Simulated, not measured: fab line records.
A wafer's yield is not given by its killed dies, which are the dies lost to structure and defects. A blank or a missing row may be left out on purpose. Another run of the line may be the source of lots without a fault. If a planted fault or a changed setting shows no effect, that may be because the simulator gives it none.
Which of the tools did it? :: flow gf180mcu :: 24 lots with 72 wafers sampled at 5 steps, on a route of 602 steps

== WHAT THE GAUGES SHOWED, per wafer ==
GF_V2_THK_MEAS_25: measures by xrf. Usual: V2_W_THK 342 nm, standard deviation 6.7.
lot: L074
measured: day 20 05:44
on: film metro-02
V2_W_THK (nm): 346 344 347
flag: 

lot: L075
measured: day 20 15:44
on: film metro-03
V2_W_THK (nm): 363 347 355
flag: 

lot: L076
measured: day 20 17:18
on: film metro-02
V2_W_THK (nm): 346 342 345
flag: 

lot: L077
measured: day 21 10:12
on: film metro-03
V2_W_THK (nm): 341 339 350
flag: 

lot: L078
measured: day 22 02:56
on: film metro-03
V2_W_THK (nm): 341 341 356
flag: 

lot: L079
measured: day 22 16:55
on: film metro-03
V2_W_THK (nm): 340 343 341
flag: 

lot: L080
measured: day 22 17:52
on: film metro-03
V2_W_THK (nm): 340 343 345
flag: 

lot: L083
measured: day 23 23:11
on: film metro-01
V2_W_THK (nm): 340 336 339
flag: 

lot: L081
measured: day 24 00:14
on: film metro-02
V2_W_THK (nm): 337 352 352
flag: 

lot: L082
measured: day 24 01:06
on: film metro-02
V2_W_THK (nm): 340 340 343
flag: 

lot: L084
measured: day 24 17:50
on: film metro-01
V2_W_THK (nm): 353 340 349
flag: 

lot: L085
measured: day 24 20:14
on: film metro-02
V2_W_THK (nm): 336 337 331
flag: 

lot: L086
measured: day 24 20:49
on: film metro-01
V2_W_THK (nm): 346 334 345
flag: 

lot: L088
measured: day 25 03:44
on: film metro-03
V2_W_THK (nm): 341 342 339
flag: 

lot: L087
measured: day 25 05:24
on: film metro-01
V2_W_THK (nm): 338 334 338
flag: 

lot: L091
measured: day 25 21:06
on: film metro-03
V2_W_THK (nm): 336 338 340
flag: 

lot: L089
measured: day 26 01:32
on: film metro-01
V2_W_THK (nm): 356 335 340
flag: 

lot: L090
measured: day 26 01:55
on: film metro-02
V2_W_THK (nm): 343 344 339
flag: 

lot: L092
measured: day 26 08:09
on: film metro-03
V2_W_THK (nm): 340 340 335
flag: 

lot: L093
measured: day 26 15:18
on: film metro-01
V2_W_THK (nm): 357 356 357
flag: 

lot: L094
measured: day 26 16:27
on: film metro-01
V2_W_THK (nm): 337 338 337
flag: 

lot: L095
measured: day 27 01:19
on: film metro-03
V2_W_THK (nm): 334 332 347
flag: 

lot: L096
measured: day 27 06:41
on: film metro-01
V2_W_THK (nm): 339 338 342
flag: 

lot: L097
measured: day 27 15:29
on: film metro-01
V2_W_THK (nm): 340 335 336
flag: 

GF_V3_THK_MEAS_01. Usual: V3_CVD_00_THK 598 nm, standard deviation 6.6.
lot: L074
measured: day 21 07:01
on: film metro-03
V3_CVD_00_THK (nm): 600 593 602
flag: 

lot: L075
measured: day 21 16:23
on: film metro-04
V3_CVD_00_THK (nm): 591 594 599
flag: 

lot: L076
measured: day 21 18:10
on: film metro-03
V3_CVD_00_THK (nm): 581 594 589
flag: 

lot: L077
measured: day 22 10:30
on: film metro-04
V3_CVD_00_THK (nm): 589 601 601
flag: 

lot: L078
measured: day 23 03:55
on: film metro-04
V3_CVD_00_THK (nm): 598 599 599
flag: 

lot: L079
measured: day 23 16:06
on: film metro-04
V3_CVD_00_THK (nm): 585 587 581
flag: 

lot: L080
measured: day 23 17:03
on: film metro-04
V3_CVD_00_THK (nm): 597 601 596
flag: 

lot: L083
measured: day 24 22:11
on: film metro-03
V3_CVD_00_THK (nm): 612 611 608
flag: 

lot: L081
measured: day 24 23:46
on: film metro-04
V3_CVD_00_THK (nm): 597 601 606
flag: 

lot: L082
measured: day 25 00:14
on: film metro-03
V3_CVD_00_THK (nm): 602 606 606
flag: 

lot: L084
measured: day 25 16:43
on: film metro-04
V3_CVD_00_THK (nm): 600 590 594
flag: 

lot: L085
measured: day 25 19:19
on: film metro-04
V3_CVD_00_THK (nm): 580 592 596
flag: 

lot: L086
measured: day 25 19:47
on: film metro-02
V3_CVD_00_THK (nm): 607 597 600
flag: 

lot: L088
measured: day 26 02:34
on: film metro-02
V3_CVD_00_THK (nm): 597 600 605
flag: 

lot: L087
measured: day 26 03:31
on: film metro-02
V3_CVD_00_THK (nm): 606 596 597
flag: 

lot: L091
measured: day 26 18:39
on: film metro-03
V3_CVD_00_THK (nm): 596 600 599
flag: 

lot: L089
measured: day 26 23:01
on: film metro-04
V3_CVD_00_THK (nm): 601 599 598
flag: 

lot: L090
measured: day 27 00:07
on: film metro-04
V3_CVD_00_THK (nm): 586 602 592
flag: 

lot: L092
measured: day 27 06:05
on: film metro-02
V3_CVD_00_THK (nm): 597 595 589
flag: 

lot: L093
measured: day 27 12:04
on: film metro-04
V3_CVD_00_THK (nm): 608 596 594
flag: 

lot: L094
measured: day 27 13:13
on: film metro-04
V3_CVD_00_THK (nm): 584 597 593
flag: 

lot: L095
measured: day 27 21:58
on: film metro-03
V3_CVD_00_THK (nm): 593 602 595
flag: 

lot: L096
measured: day 28 03:35
on: film metro-02
V3_CVD_00_THK (nm): 603 595 592
flag: 

lot: L097
measured: day 28 12:26
on: film metro-04
V3_CVD_00_THK (nm): 598 605 602
flag: 

GF_V3_THK_MEAS_25: measures by xrf. Usual: V3_W_THK 342 nm, standard deviation 8.2.
lot: L074
measured: day 22 08:10
on: film metro-04
V3_W_THK (nm): 347 346 348
flag: 

lot: L075
measured: day 22 17:23
on: film metro-04
V3_W_THK (nm): 355 335 355
flag: 

lot: L076
measured: day 22 19:16
on: film metro-04
V3_W_THK (nm): 332 355 355
flag: 

lot: L077
measured: day 23 10:38
on: film metro-03
V3_W_THK (nm): 335 339 334
flag: 

lot: L078
measured: day 24 03:26
on: film metro-04
V3_W_THK (nm): 338 347 345
flag: 

lot: L079
measured: day 24 15:35
on: film metro-04
V3_W_THK (nm): 345 340 342
flag: 

lot: L080
measured: day 24 16:31
on: film metro-04
V3_W_THK (nm): 331 356 353
flag: 

lot: L083
measured: day 25 21:35
on: film metro-03
V3_W_THK (nm): 355 333 351
flag: 

lot: L081
measured: day 25 22:35
on: film metro-03
V3_W_THK (nm): 352 340 337
flag: 

lot: L082
measured: day 25 22:55
on: film metro-02
V3_W_THK (nm): 330 328 350
flag: 

lot: L084
measured: day 26 14:29
on: film metro-02
V3_W_THK (nm): 344 350 345
flag: 

lot: L085
measured: day 26 17:37
on: film metro-03
V3_W_THK (nm): 342 341 335
flag: 

lot: L086
measured: day 26 18:06
on: film metro-04
V3_W_THK (nm): 349 355 352
flag: 

lot: L088
measured: day 27 00:34
on: film metro-04
V3_W_THK (nm): 337 356 351
flag: 

lot: L087
measured: day 27 00:55
on: film metro-03
V3_W_THK (nm): 341 339 329
flag: 

lot: L091
measured: day 27 16:01
on: film metro-04
V3_W_THK (nm): 339 342 338
flag: 

lot: L089
measured: day 27 20:00
on: film metro-02
V3_W_THK (nm): 347 335 344
flag: 

lot: L090
measured: day 27 20:44
on: film metro-02
V3_W_THK (nm): 344 333 329
flag: 

lot: L092
measured: day 28 02:43
on: film metro-04
V3_W_THK (nm): 336 354 332
flag: 

lot: L093
measured: day 28 08:58
on: film metro-04
V3_W_THK (nm): 328 350 350
flag: 

lot: L094
measured: day 28 10:39
on: film metro-03
V3_W_THK (nm): 332 330 352
flag: 

lot: L095
measured: day 28 19:04
on: film metro-03
V3_W_THK (nm): 340 342 338
flag: 

lot: L096
measured: day 29 00:32
on: film metro-03
V3_W_THK (nm): 331 332 335
flag: 

lot: L097
measured: day 29 09:08
on: film metro-04
V3_W_THK (nm): 337 350 356
flag: 

== WHICH TOOL RAN EACH LOT (tool, then ch and the chambers of the sampled wafers, then the start) ==
lot: L074
GF_V2_SPUTTER_22: pvd sputter-01, day 20 05:20
GF_V2_CVD_23: cvd w-01 ch 0, day 20 05:23

lot: L075
GF_V2_SPUTTER_22: pvd sputter-04, day 20 15:28
GF_V2_CVD_23: cvd w-01 ch 0,1, day 20 15:30

lot: L076
GF_V2_SPUTTER_22: pvd sputter-03, day 20 17:02
GF_V2_CVD_23: cvd w-02 ch 0,1, day 20 17:04

lot: L077
GF_V2_SPUTTER_22: pvd sputter-03, day 21 09:53
GF_V2_CVD_23: cvd w-01 ch 0,1, day 21 09:58

lot: L078
GF_V2_SPUTTER_22: pvd sputter-04, day 22 02:35
GF_V2_CVD_23: cvd w-01 ch 0,1, day 22 02:37

lot: L079
GF_V2_SPUTTER_22: pvd sputter-01, day 22 16:31
GF_V2_CVD_23: cvd w-02 ch 0, day 22 16:34

lot: L080
GF_V2_SPUTTER_22: pvd sputter-01, day 22 17:28
GF_V2_CVD_23: cvd w-02 ch 0, day 22 17:31

lot: L083
GF_V2_SPUTTER_22: pvd sputter-04, day 23 22:55
GF_V2_CVD_23: cvd w-02 ch 0,1, day 23 22:58

lot: L081
GF_V2_SPUTTER_22: pvd sputter-03, day 23 23:58
GF_V2_CVD_23: cvd w-01 ch 0,1, day 24 00:00

lot: L082
GF_V2_SPUTTER_22: pvd sputter-01, day 24 00:49
GF_V2_CVD_23: cvd w-02 ch 0, day 24 00:52

lot: L084
GF_V2_SPUTTER_22: pvd sputter-04, day 24 17:34
GF_V2_CVD_23: cvd w-01 ch 0,1, day 24 17:37

lot: L085
GF_V2_SPUTTER_22: pvd sputter-03, day 24 19:58
GF_V2_CVD_23: cvd w-02 ch 0,1, day 24 20:00

lot: L086
GF_V2_SPUTTER_22: pvd sputter-04, day 24 20:31
GF_V2_CVD_23: cvd w-01 ch 0,1, day 24 20:36

lot: L088
GF_V2_SPUTTER_22: pvd sputter-04, day 25 03:28
GF_V2_CVD_23: cvd w-02 ch 0,1, day 25 03:30

lot: L087
GF_V2_SPUTTER_22: pvd sputter-03, day 25 05:07
GF_V2_CVD_23: cvd w-02 ch 0,1, day 25 05:10

lot: L091
GF_V2_SPUTTER_22: pvd sputter-03, day 25 20:48
GF_V2_CVD_23: cvd w-02 ch 0,1, day 25 20:53

lot: L089
GF_V2_SPUTTER_22: pvd sputter-04, day 26 01:16
GF_V2_CVD_23: cvd w-01 ch 0,1, day 26 01:18

lot: L090
GF_V2_SPUTTER_22: pvd sputter-03, day 26 01:35
GF_V2_CVD_23: cvd w-02 ch 0,1, day 26 01:40

lot: L092
GF_V2_SPUTTER_22: pvd sputter-01, day 26 07:51
GF_V2_CVD_23: cvd w-02 ch 0,1, day 26 07:56

lot: L093
GF_V2_SPUTTER_22: pvd sputter-04, day 26 14:54
GF_V2_CVD_23: cvd w-01 ch 1, day 26 14:59

lot: L094
GF_V2_SPUTTER_22: pvd sputter-04, day 26 16:11
GF_V2_CVD_23: cvd w-02 ch 0,1, day 26 16:13

lot: L095
GF_V2_SPUTTER_22: pvd sputter-01, day 27 01:02
GF_V2_CVD_23: cvd w-01 ch 0,1, day 27 01:05

lot: L096
GF_V2_SPUTTER_22: pvd sputter-01, day 27 06:24
GF_V2_CVD_23: cvd w-02 ch 0,1, day 27 06:26

lot: L097
GF_V2_SPUTTER_22: pvd sputter-04, day 27 15:13
GF_V2_CVD_23: cvd w-02 ch 0,1, day 27 15:15
- GF_V2_SPUTTER_22: material TiN, target thk 10 nm, time 40 s.
- GF_V2_CVD_23: deposits W, target thk 350 nm, time 104.94 s.

== WHAT THE TOOLS THEMSELVES READ (means of the sampled wafers that have a number; where no wafer has one, the mark that the record gives instead) ==
GF_V2_SPUTTER_22. Usual: throttle valve pct at 30.1 %, with a standard deviation of 0.87.
lot: L074
tool: pvd sputter-01
throttle valve pct (%): 30.8
flag: 

lot: L075
tool: pvd sputter-04
throttle valve pct (%): 29.5
flag: 

lot: L076
tool: pvd sputter-03
throttle valve pct (%): 29.9
flag: 

lot: L077
tool: pvd sputter-03
throttle valve pct (%): 29.9
flag: 

lot: L078
tool: pvd sputter-04
throttle valve pct (%): 29.6
flag: 

lot: L079
tool: pvd sputter-01
throttle valve pct (%): 30.6
flag: 

lot: L080
tool: pvd sputter-01
throttle valve pct (%): 31.7
flag: 

lot: L083
tool: pvd sputter-04
throttle valve pct (%): 29.6
flag: 

lot: L081
tool: pvd sputter-03
throttle valve pct (%): 30.4
flag: 

lot: L082
tool: pvd sputter-01
throttle valve pct (%): 30.2
flag: 

lot: L084
tool: pvd sputter-04
throttle valve pct (%): 29.3
flag: 

lot: L085
tool: pvd sputter-03
throttle valve pct (%): 30.3
flag: 

lot: L086
tool: pvd sputter-04
throttle valve pct (%): 29.6
flag: 

lot: L088
tool: pvd sputter-04
throttle valve pct (%): 29.2
flag: 

lot: L087
tool: pvd sputter-03
throttle valve pct (%): 29.9
flag: 

lot: L091
tool: pvd sputter-03
throttle valve pct (%): 30.2
flag: 

lot: L089
tool: pvd sputter-04
throttle valve pct (%): 29.2
flag: 

lot: L090
tool: pvd sputter-03
throttle valve pct (%): 30.3
flag: 

lot: L092
tool: pvd sputter-01
throttle valve pct (%): 30.5
flag: 

lot: L093
tool: pvd sputter-04
throttle valve pct (%): 29.4
flag: 

lot: L094
tool: pvd sputter-04
throttle valve pct (%): 29.1
flag: 

lot: L095
tool: pvd sputter-01
throttle valve pct (%): 31.3
flag: 

lot: L096
tool: pvd sputter-01
throttle valve pct (%): 31.6
flag: 

lot: L097
tool: pvd sputter-04
throttle valve pct (%): 29.5
flag: 

GF_V2_CVD_23. Usual: heater power w at 842 W, with a standard deviation of 73.
lot: L074
tool: cvd w-01
heater power w (W): 758
flag: 

lot: L075
tool: cvd w-01
heater power w (W): 884
flag: 

lot: L076
tool: cvd w-02
heater power w (W): 833
flag: 

lot: L077
tool: cvd w-01
heater power w (W): 815
flag: 

lot: L078
tool: cvd w-01
heater power w (W): 825
flag: 

lot: L079
tool: cvd w-02
heater power w (W): 825
flag: 

lot: L080
tool: cvd w-02
heater power w (W): 814
flag: 

lot: L083
tool: cvd w-02
heater power w (W): 830
flag: 

lot: L081
tool: cvd w-01
heater power w (W): 894
flag: 

lot: L082
tool: cvd w-02
heater power w (W): 801
flag: 

lot: L084
tool: cvd w-01
heater power w (W): 907
flag: 

lot: L085
tool: cvd w-02
heater power w (W): 823
flag: 

lot: L086
tool: cvd w-01
heater power w (W): 909
flag: 

lot: L088
tool: cvd w-02
heater power w (W): 829
flag: 

lot: L087
tool: cvd w-02
heater power w (W): 835
flag: 

lot: L091
tool: cvd w-02
heater power w (W): 815
flag: 

lot: L089
tool: cvd w-01
heater power w (W): 835
flag: 

lot: L090
tool: cvd w-02
heater power w (W): 854
flag: 

lot: L092
tool: cvd w-02
heater power w (W): 834
flag: 

lot: L093
tool: cvd w-01
heater power w (W): 971
flag: 

lot: L094
tool: cvd w-02
heater power w (W): 831
flag: 

lot: L095
tool: cvd w-01
heater power w (W): 839
flag: 

lot: L096
tool: cvd w-02
heater power w (W): 830
flag: 

lot: L097
tool: cvd w-02
heater power w (W): 832
flag: 

== THE ANSWER, worked out from the rows above alone ==
Rule: a lot is off if the mean of its wafers that have a number lies more than 3 standard deviations from the usual mean. Also off: a lot with no number at a reading for which 4 or more lots have one. All remaining lots with rows at the step are treated as sound. The gauges are gone through in route order, then the tools' own readings, and for those a lot's mean is taken as printed above. The first step at which some lot is off is used, and at that step the reading that is off furthest; a lot without a number counts as furthest.
Nothing can be told from this: no lot is off at any reading shown.

== WHAT HAD BEEN PUT IN BY THE SIMULATOR ==
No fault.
